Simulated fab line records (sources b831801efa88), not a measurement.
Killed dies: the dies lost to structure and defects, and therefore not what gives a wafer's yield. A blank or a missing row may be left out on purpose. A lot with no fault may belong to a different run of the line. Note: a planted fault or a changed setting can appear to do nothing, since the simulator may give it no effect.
8D (eight disciplines) problem report, filled in by code ; flow sfq_line ; the parts of the form that need people (team, actions taken, sign-off) are left out

## 1. PROBLEM STATEMENT
At SFQ_TRILAYER_M4_BARC_OPEN_METAL_ETCH_123, rf_fwd_power_W averages 692.7 W over 5 wafers from 3 lots, while fault-free wafers read 594.3 W, standard deviation 2.6. Relative to the usual mean, that is a shift of +38 standard deviations.
The step: etches BARC in O2, target depth 125 nm, time 41.7 s.
Seen first at day 46 23:31 on rie_metal-04, wafer L366.2. Wafers with a number at this step in the record: 21, from 7 lots. By rule, "out" or "out of limits" means more than 4 standard deviations away from the usual mean. The other wafers with a number count as sound.

## 2. WHAT THIS IS AND IS NOT
question;is;is not
which readings at this step;rf_fwd_power_W;drypump_motor_current_A
which lots;L366, L368, L369;L359, L360, L376, L378
which wafers of those lots;L366.2, L366.6, L368.5, L369.3, L369.5;L366.3, L368.2, L368.6, L369.6
read on which tools;rie_metal-04;rie_metal-01, rie_metal-02
when;from day 46 23:31;"up to then (7 sound wafers); but 9 sound wafers of L368, L369, L376, L378 came after"

## 3. THE SUSPECTS, EACH WITH WHAT RULES IT OUT
Counting: a tool at a process step up to the reading stays a suspect if it ran every lot that is out. Sound lots after the first of them don't rule it out here, since some wafers of a struck lot are sound.
- rie_metal-04 at SFQ_TRILAYER_M4_BARC_OPEN_METAL_ETCH_123 (etches BARC in O2, target depth 125 nm, time 41.7 s): kept. It processed each lot that is out (first: L366, day 46 23:31); up to then, its last sound lot is L360 (day 37 00:16). Its own rf_fwd_power_W readings are out on those wafers.
- At SFQ_TRILAYER_M4_BARC_OPEN_METAL_ETCH_123 on rie_metal-04, chamber 1 took the sound wafers of the same lots and chamber 0 took the wafers that are out.
Left after counting: rie_metal-04 at SFQ_TRILAYER_M4_BARC_OPEN_METAL_ETCH_123.

## 4. THE CAUSE (what the simulator had put in)
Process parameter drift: rie_metal-04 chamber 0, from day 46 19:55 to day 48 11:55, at SFQ_TRILAYER_M4_BARC_OPEN_METAL_ETCH_123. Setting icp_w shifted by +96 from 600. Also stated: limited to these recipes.
Only this tool survived the counting.

## 5. THE CHAIN OF EFFECTS, in route order
Each row: a reading where the mean over the struck wafers with a number is more than 3 standard deviations away from the usual. Scope: only readings with a usual standard deviation given in the record; hours: median across lots of the time from each lot's start at the first step in this table that gives one to its start at this step; sigmas: change in usual standard deviations.
hours;step;reading;usual;on struck wafers;change;sigmas
0;SFQ_TRILAYER_M4_BARC_OPEN_METAL_ETCH_123;rf_fwd_power_W;594.3 W;692.7;+98.4;+38
It contains these process steps:
- SFQ_TRILAYER_M4_BARC_OPEN_METAL_ETCH_123: etches BARC in O2, target depth 125 nm, time 41.7 s.

## 6. HOW IT WOULD HAVE BEEN CAUGHT EARLIER
4 hours passed between the start of the fault at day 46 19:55 and the first reading out of limits in this record, taken at day 46 23:31.
